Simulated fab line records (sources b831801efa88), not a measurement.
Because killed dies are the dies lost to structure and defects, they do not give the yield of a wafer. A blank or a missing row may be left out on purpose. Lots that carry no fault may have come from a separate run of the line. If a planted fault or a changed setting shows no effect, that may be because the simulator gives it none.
fab line records	flow gf180mcu
[record] lots = 11	wafers = 33	last-day = 34
route steps=602 shown CONTACT@289 M1@315
lots that met no fault: from a run of the same line without faults
start-h: hours from the record's first day to the start of the lot's first wafer shown	wait-h: hours from the lot's prior step to this one	" as in the row above	L1.1+2: a row that stands for several wafers	- value missing, or start not given	* or withheld: withheld	< > ~ a bound
route shown NAME@n: NAME is a module with steps in the file, n the number in the route of the first one	usual: mean/standard deviation taken from wafers without a fault	same: alike in all rows	chamber/n: place in a boat	sites: readings site by site	_std_site: the values' standard deviation	_edge_site: the outer-site mean with the inner-site mean subtracted	radius-mm: for every site, how far away it sits from the centre of the wafer	mask NAME#n: copy n	behind: the tool/chamber that last shaped the wafer	hold: what put the lot on hold/how long, in hours/how the hold closed	device: transistor that didn't switch, given as n, p or np	end of line: tests run on the same wafers once the route is complete	a step with no rows: only its recipe	killed: dies that structure and defects cost at the first sort, which is not the same as the wafer's yield	map: per-die view of a wafer (x killed, . not killed, _ where there is no die)
set.NAME: the setting that was run; set.NAME@STEP: the one run at that earlier step	model.NAME: the simulator's own value behind a step, which no gauge read
route steps across a sampled set of lots; one table per step, one row per wafer
services: a tool's chamber out of use, with start hour (start-h, from the record's first day; less than 0 if before it), hours out, and reason
[[steps]]
[step GF_CONTACT_CVD_02]
[recipe] material = SiO2	target-thk-nm = 860	precursor = TEOS	temp-c = 400	time-s = 95.992	rf-w = 600
[usual] heater-power-w = 631/120
lot.wafer	tool	chamber	start-h	wait-h	heater-power-w
L157.2	pecvd-03	1	348.23	0.0	799
L157.3	"	2	"	"	489
L157.5	"	0	"	"	777
L158.4	pecvd-02	2	362.98	0.1	636
L158.5	"	1	"	"	551
L158.6	"	2	"	"	721
L162.1	pecvd-02	1	394.89	0.1	677
L162.2	"	0	"	"	708
L162.3	"	2	"	"	728
L165.1	pecvd-03	0	419.43	0.1	755
L165.4	"	0	"	"	782
L165.6	"	1	"	"	679
L167.2	pecvd-04	2	437.79	0.0	578
L167.3	"	0	"	"	567
L167.5	"	1	"	"	537
L168.1	pecvd-02	2	448.50	0.1	765
L168.2	"	1	"	"	692
L168.6	"	0	"	"	696
L173.2	pecvd-04	2	487.30	0.0	515
L173.3	"	1	"	"	592
L173.6	"	2	"	"	559
L174.2	pecvd-03	2	498.21	0.0	503
L174.3	"	1	"	"	798
L174.5	"	2	"	"	395
L175.1	pecvd-04	0	504.52	0.1	549
L175.5	"	0	"	"	595
L175.6	"	1	"	"	464
L176.1	pecvd-04	0	513.40	0.1	639
L176.3	"	2	"	"	577
L176.5	"	0	"	"	505
L177.1	pecvd-03	2	520.60	0.1	428
L177.4	"	2	"	"	495
L177.5	"	0	"	"	773
[step GF_CONTACT_THK_MEAS_03]
[recipe] reads = SiO2_of_CONTACT_CVD_02
[usual] CONTACT_CVD_02_THK = 860/12
lot.wafer	tool	chamber	start-h	wait-h	CONTACT_CVD_02_THK[nm]
L157.2	film-metro-03	-	348.31	0.0	861
L157.3	"	-	"	"	870
L157.5	"	-	"	"	890
L158.4	film-metro-02	-	363.08	0.1	859
L158.5	"	-	"	"	863
L158.6	"	-	"	"	854
L162.1	film-metro-02	-	394.96	0.0	871
L162.2	"	-	"	"	859
L162.3	"	-	"	"	856
L165.1	film-metro-02	-	419.53	0.1	541
L165.4	"	-	"	"	865
L165.6	"	-	"	"	847
L167.2	film-metro-04	-	437.87	0.0	853
L167.3	"	-	"	"	866
L167.5	"	-	"	"	854
L168.1	film-metro-03	-	448.57	0.0	850
L168.2	"	-	"	"	869
L168.6	"	-	"	"	875
L173.2	film-metro-02	-	487.38	0.0	832
L173.3	"	-	"	"	826
L173.6	"	-	"	"	870
L174.2	film-metro-03	-	498.29	0.0	858
L174.3	"	-	"	"	859
L174.5	"	-	"	"	877
L175.1	film-metro-03	-	504.59	0.0	851
L175.5	"	-	"	"	865
L175.6	"	-	"	"	854
L176.1	film-metro-03	-	513.47	0.0	847
L176.3	"	-	"	"	851
L176.5	"	-	"	"	866
L177.1	film-metro-02	-	520.67	0.0	841
L177.4	"	-	"	"	859
L177.5	"	-	"	"	854
[step GF_CONTACT_CMP_04]
[recipe] material = SiO2	down-force-psi = 4	platen-rpm = 60	pad-velocity-m-s = 0.94248
[usual] edge-zone-pressure-frac = 1.000/0.0047	motor-current-A = 12.2/0.91	retaining-ring-pressure-frac = 1.000/0.0052	time-to-endpoint-s = 111/5.4
lot.wafer	tool	chamber	start-h	wait-h	edge-zone-pressure-frac	motor-current-A	retaining-ring-pressure-frac	time-to-endpoint-s
L157.2	cmp-02	2	348.36	0.0	0.999	11.7	1.001	107
L157.3	"	0	"	"	1.003	13.1	1.005	114
L157.5	"	2	"	"	0.996	12.0	0.998	121
L158.4	cmp-01	0	363.26	0.2	1.001	12.6	0.992	109
L158.6	"	1	"	"	1.007	10.3	0.999	104
L158.5	"	2	"	"	0.999	12.0	1.000	109
L162.2	cmp-02	0	395.02	0.0	1.002	13.8	0.993	109
L162.1	"	1	"	"	0.998	11.9	1.004	115
L162.3	"	3	"	"	0.998	12.0	0.997	103
L165.1	cmp-02	3	419.59	0.1	1.004	12.1	0.999	69
L165.4	"	1	"	"	1.004	11.0	0.998	108
L165.6	"	3	"	"	1.000	12.0	0.990	101
L167.2	cmp-01	2	437.92	0.0	1.004	12.3	0.999	114
L167.3	"	3	"	"	0.992	12.9	0.997	114
L167.5	"	3	"	"	1.005	13.0	1.001	107
L168.2	cmp-02	3	448.63	0.0	1.002	12.1	0.985	109
L168.1	"	1	"	"	0.992	11.6	0.994	110
L168.6	"	0	"	"	0.999	13.5	1.014	117
L173.3	cmp-02	0	487.48	0.1	1.002	13.0	1.007	102
L173.2	"	2	"	"	0.995	11.6	1.003	102
L173.6	"	0	"	"	1.002	13.6	0.998	118
L174.3	cmp-01	2	498.39	0.1	1.000	11.5	0.991	109
L174.2	"	0	"	"	1.002	12.2	0.994	112
L174.5	"	2	"	"	0.992	11.5	0.995	116
L175.1	cmp-02	1	504.75	0.1	1.004	11.1	0.994	109
L175.6	"	3	"	"	0.994	12.5	1.003	104
L175.5	"	0	"	"	0.996	13.6	0.999	112
L176.1	cmp-01	3	513.53	0.1	1.001	12.4	1.006	102
L176.3	"	1	"	"	0.994	10.4	0.988	107
L176.5	"	0	"	"	0.993	13.2	1.002	118
L177.1	cmp-01	3	520.78	0.1	1.008	12.8	1.001	102
L177.4	"	0	"	"	1.012	12.4	0.996	117
L177.5	"	3	"	"	1.007	13.3	0.996	107
[step GF_CONTACT_ETCH_16]
[recipe] chemistry = N2/H2	target-depth-a = withheld	overetch-a = withheld	time-s = withheld	target = BARC	ion-energy-ev = 200	source-w = 500	bias-w = 100	pressure-mtorr = 30	n2-flow-sccm = 100	h2-flow-sccm = 200
[usual] drypump-motor-current-A = 5.8/0.43	oes-product-au = 0.855/0.0046	throttle-valve-pct = 13.224/0.009
lot.wafer	tool	chamber	start-h	wait-h	drypump-motor-current-A	oes-product-au	throttle-valve-pct
L157.2	rie-diel-01	2	370.67	0.0	5.1	0.857	13.222
L157.3	"	3	"	"	5.3	0.848	13.226
L157.5	"	1	"	"	6.1	0.852	13.221
L158.4	rie-diel-03	1	385.39	0.0	6.3	0.857	13.229
L158.5	"	3	"	"	6.6	0.855	13.240
L158.6	"	0	"	"	5.9	0.850	13.220
L162.1	rie-diel-03	1	419.07	0.0	6.2	0.849	13.222
L162.2	"	3	"	"	6.6	0.862	13.218
L162.3	"	2	"	"	5.5	0.850	13.205
L165.1	rie-diel-02	0	444.37	0.0	6.1	0.861	13.236
L165.4	"	0	"	"	6.1	0.853	13.227
L165.6	"	1	"	"	6.3	0.852	13.227
L167.2	rie-diel-02	2	463.12	0.0	5.7	0.856	13.223
L167.3	"	1	"	"	6.3	0.856	13.213
L167.5	"	0	"	"	6.0	0.859	13.226
L168.1	rie-diel-03	3	473.52	0.0	6.5	0.852	13.220
L168.2	"	0	"	"	5.9	0.854	13.230
L168.6	"	1	"	"	6.2	0.850	13.227
L173.2	rie-diel-01	0	511.52	0.0	5.8	0.855	13.216
L173.3	"	3	"	"	5.4	0.855	13.220
L173.6	"	0	"	"	5.8	0.858	13.236
L174.2	rie-diel-02	2	522.74	0.0	5.7	0.846	13.226
L174.3	"	0	"	"	6.1	0.852	13.235
L174.5	"	1	"	"	6.3	0.857	13.226
L175.1	rie-diel-01	3	528.39	0.0	5.4	0.856	13.231
L175.5	"	2	"	"	5.1	0.859	13.235
L175.6	"	3	"	"	5.4	0.854	13.230
L176.1	rie-diel-03	3	537.52	0.0	6.6	0.858	13.230
L176.3	"	0	"	"	5.9	0.854	13.221
L176.5	"	2	"	"	5.5	0.865	13.216
L177.1	rie-diel-01	1	543.87	0.0	6.1	0.855	13.234
L177.4	"	0	"	"	5.8	0.864	13.233
L177.5	"	0	"	"	5.8	0.856	13.215
[step GF_CONTACT_CMP_27]
[recipe] stop-on = SiO2	down-force-psi = 3.5	platen-rpm = 60	t-overpolish-s = 15	target-thk-nm = 0	pad-velocity-m-s = 0.94248
[usual] edge-zone-pressure-frac = 1.000/0.0047	motor-current-A = 11.1/0.89	overpolish-run-s = 15.000/0.0094	retaining-ring-pressure-frac = 1.000/0.0055	time-to-endpoint-s = 73.7/2.8
lot.wafer	tool	chamber	start-h	wait-h	edge-zone-pressure-frac	motor-current-A	overpolish-run-s	retaining-ring-pressure-frac	time-to-endpoint-s
L157.2	cmp-01	2	371.62	0.1	0.995	10.6	14.989	1.003	76.5
L157.3	"	3	"	"	1.002	11.9	15.011	1.010	68.8
L157.5	"	0	"	"	0.999	11.0	14.996	1.001	73.8
L158.4	cmp-02	0	386.40	0.2	0.993	12.7	15.004	1.001	75.5
L158.6	"	1	"	"	1.008	10.2	15.006	1.012	70.5
L158.5	"	2	"	"	1.004	11.2	15.014	1.003	72.0
L162.1	cmp-01	1	419.91	0.1	0.997	9.7	15.001	1.001	74.3
L162.3	"	2	"	"	1.000	10.4	15.003	1.001	73.8
L162.2	"	0	"	"	0.994	11.5	15.012	1.003	76.8
L165.1	cmp-01	2	445.27	0.1	1.001	11.3	14.990	1.008	76.6
L165.4	"	0	"	"	0.999	11.3	14.998	1.011	78.8
L165.6	"	2	"	"	0.997	10.9	15.002	0.998	76.8
L167.2	cmp-02	0	464.31	0.4	0.997	12.7	15.004	1.005	72.2
L167.3	"	2	"	"	1.003	11.9	14.991	1.005	68.5
L167.5	"	1	"	"	1.006	10.1	14.991	1.004	75.1
L168.2	cmp-02	2	474.36	0.0	0.993	11.2	15.001	0.995	72.6
L168.1	"	0	"	"	0.994	12.2	14.994	0.998	73.6
L168.6	"	2	"	"	0.996	11.2	14.988	0.989	71.6
L173.3	cmp-02	1	512.47	0.0	1.005	11.0	15.000	0.991	73.7
L173.2	"	0	"	"	0.988	13.0	14.983	0.997	74.2
L173.6	"	2	"	"	1.000	10.9	14.991	0.998	67.8
L174.2	cmp-02	1	523.78	0.1	1.009	10.2	15.008	0.995	71.1
L174.3	"	2	"	"	0.993	11.9	14.999	0.998	69.9
L174.5	"	0	"	"	1.002	12.4	14.997	0.998	76.6
L175.1	cmp-01	2	529.38	0.2	0.997	10.5	14.996	1.002	72.5
L175.5	"	3	"	"	0.996	11.5	14.983	1.005	70.7
L175.6	"	0	"	"	0.995	11.5	14.993	1.006	76.5
L176.1	cmp-02	0	538.47	0.1	1.001	12.9	15.002	1.001	75.3
L176.3	"	2	"	"	0.999	10.6	14.992	0.996	73.2
L176.5	"	1	"	"	0.994	10.2	15.007	0.998	73.0
L177.1	cmp-01	2	544.86	0.1	0.995	10.9	15.003	0.996	74.8
L177.4	"	1	"	"	1.007	9.8	15.002	1.007	76.6
L177.5	"	2	"	"	0.996	11.1	15.005	1.000	77.4
[step GF_M1_SPUTTER_00]
[recipe] material = Ti	target-thk-nm = 37.5	arriving-ion-energy-ev = 80	substrate-temp-c = 200	chamber-pressure-pa = 2	power-w = 4000	time-s = 155.6
[usual] throttle-valve-pct = 29.9/0.91
lot.wafer	tool	chamber	start-h	wait-h	throttle-valve-pct
L157.2	pvd-sputter-01	-	371.82	0.1	29.5
L157.3	"	-	"	"	28.1
L157.5	"	-	"	"	29.8
L158.4	pvd-sputter-02	-	386.55	0.1	30.3
L158.5	"	-	"	"	30.1
L158.6	"	-	"	"	30.8
L162.1	pvd-sputter-04	-	420.21	0.2	29.6
L162.2	"	-	"	"	28.3
L162.3	"	-	"	"	31.3
L165.1	pvd-sputter-01	-	445.52	0.2	29.8
L165.4	"	-	"	"	27.8
L165.6	"	-	"	"	29.5
L167.2	pvd-sputter-01	-	464.61	0.2	30.2
L167.3	"	-	"	"	27.9
L167.5	"	-	"	"	29.7
L168.1	pvd-sputter-01	-	474.66	0.1	29.7
L168.2	"	-	"	"	27.9
L168.6	"	-	"	"	27.6
L173.2	pvd-sputter-01	-	512.77	0.1	30.0
L173.3	"	-	"	"	28.0
L173.6	"	-	"	"	29.8
L174.2	pvd-sputter-01	-	523.98	0.1	28.0
L174.3	"	-	"	"	30.2
L174.5	"	-	"	"	29.9
L175.1	pvd-sputter-02	-	529.53	0.1	29.7
L175.5	"	-	"	"	31.2
L175.6	"	-	"	"	30.3
L176.1	pvd-sputter-04	-	538.77	0.2	31.5
L176.3	"	-	"	"	29.4
L176.5	"	-	"	"	29.4
L177.1	pvd-sputter-02	-	545.16	0.2	30.4
L177.4	"	-	"	"	31.1
L177.5	"	-	"	"	30.0
[[services]]
tool	chamber	start-h	hours	kind
cmp-01	-	327.95	9.3	pm
cmp-02	-	337.27	4.5	pm
cmp-01	-	338.07	0.4	repair
rie-diel-03	1	341.83	8.4	repair
rie-diel-03	-	343.74	15.6	pm
pecvd-04	0	348.62	14.4	repair
cmp-01	-	354.17	3.2	repair
pecvd-04	-	367.83	2.8	repair
cmp-01	-	395.77	0.5	repair
rie-diel-01	0	398.27	3.3	repair
pecvd-03	1	399.11	9.4	repair
cmp-02	-	404.23	4.0	pm
cmp-02	-	412.88	5.5	pm
pecvd-03	2	417.57	6.7	repair
pecvd-04	1	423.92	1.8	repair
rie-diel-01	-	449.86	2.8	pm
cmp-01	-	451.21	1.6	repair
cmp-02	-	452.13	1.8	repair
cmp-01	-	458.10	6.6	pm
cmp-02	-	481.14	2.1	repair
cmp-02	-	493.75	1.3	repair
pvd-sputter-01	-	497.20	2.4	repair
cmp-01	-	504.83	0.3	repair
cmp-02	-	526.78	1.4	repair
[[key]]
[first-sign] step = GF_CONTACT_THK_MEAS_03	reading = CONTACT_CVD_02_THK	direction = down	sigmas = 27	usual = 860	struck = 541
[effect] step = GF_CONTACT_CMP_04	reading = time-to-endpoint-s	direction = down	sigmas = 7.6	usual = *	struck = *
met-at GF_CONTACT_CVD_02
struck-lots L165
struck-wafers L165.1
tester-left-out L165
not-acting-at GF_CONTACT_ETCH_16,GF_CONTACT_CMP_27,GF_M1_SPUTTER_00
onset-between 348.23 419.43
[fault] kind = process-parameter-drift	tool = pecvd-03	chamber = -	onset-h = 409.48	steps = GF_CONTACT_CVD_02	channel = target-thk-nm	offset = -313.7	shape = step	end-h = 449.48	scope = struck-wafers-only	acts-in = these-recipes-only	stated = 860
// tester-left-out: of these lots the tester's yield and bins aren't shown, on N5 and GAA mostly nor the transistor test; their killed dies are dies lost to structure and defects alone, not to doping, threshold or leakage, so they don't give the yield
